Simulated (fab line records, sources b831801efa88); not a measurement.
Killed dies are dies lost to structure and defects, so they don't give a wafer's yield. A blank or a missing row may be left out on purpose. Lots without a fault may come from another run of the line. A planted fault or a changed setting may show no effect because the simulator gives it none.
One fault seen from 2 desks | flow gf180mcu | each desk has only its own numbers; what lay behind them comes last

THE METROLOGY DESK
What the gauges read, lot by lot, whatever tool the lot ran on: means of the sampled wafers that have a number. A lot is out of limits, marked OUT, if its mean lies more than 4 standard deviations from the usual mean; the brackets give that distance.
Columns: A = LVPWELL_TW at GF_LVPWELL_TW_MEAS_11, usual 561; B = NSD_OVL at GF_NSD_OVL_MEAS_08, usual -0.3 nm
lot  | first seen here | A   | B
L172 | day 4 08:17     | 561 | -0.8
L173 | day 4 14:18     | 557 | -1.7
L174 | day 4 18:22     | 567 | -1.8
L175 | day 4 23:18     | 558 | -1.3
L177 | day 5 11:31     | 560 | 0.5
L178 | day 5 20:19     | 556 | 0.6
L179 | day 6 05:05     | 557 | 1.4
L186 | day 7 17:59     | 569 | -0.3
L187 | day 8 00:46     | 561 | -1.4
L189 | day 8 07:28     | 560 | 0.7
L190 | day 8 12:38     | 565 | 0.3
L191 | day 9 01:12     | 560 | -1.5
L192 | day 9 02:31     | 561 | -0.1
L193 | day 9 06:09     | 563 | -0.5
This desk's finding: nothing out of limits on any of the 14 lots.

THE TOOL OWNER'S DESK: iline_stepper-02
The tool's own readings at GF_MVSD_EXPOSE_04 (exposes mask MVSD, target cd 1000 nm): means of the sampled wafers that have a number, for each lot that ran on this tool. A lot is out of limits, marked OUT, if its mean lies more than 4 standard deviations from the usual mean; the brackets give that distance.
Columns: A = exposure_dose_mJ_cm2 at GF_MVSD_EXPOSE_04, usual 260.03; B = focus_offset_nm at GF_MVSD_EXPOSE_04, usual 0.0 nm
lot  | first seen here | A      | B
L172 | day 4 14:59     | 259.96 | 0.0
L173 | day 4 20:53     | 260.00 | -0.1
L174 | day 5 01:22     | 259.77 | 0.2
L175 | day 5 06:28     | 260.24 | -0.1
L177 | day 5 19:03     | 259.76 | 0.1
L178 | day 6 02:51     | 259.90 | 0.1
L190 | day 8 21:07     | 259.90 | -0.1
This desk's finding: nothing out of limits on any of the 7 lots.

PUT TOGETHER
The metrology desk saw nothing out of limits.
The tool owner's desk saw nothing out of limits.

WHAT THE SIMULATOR HAD PUT IN
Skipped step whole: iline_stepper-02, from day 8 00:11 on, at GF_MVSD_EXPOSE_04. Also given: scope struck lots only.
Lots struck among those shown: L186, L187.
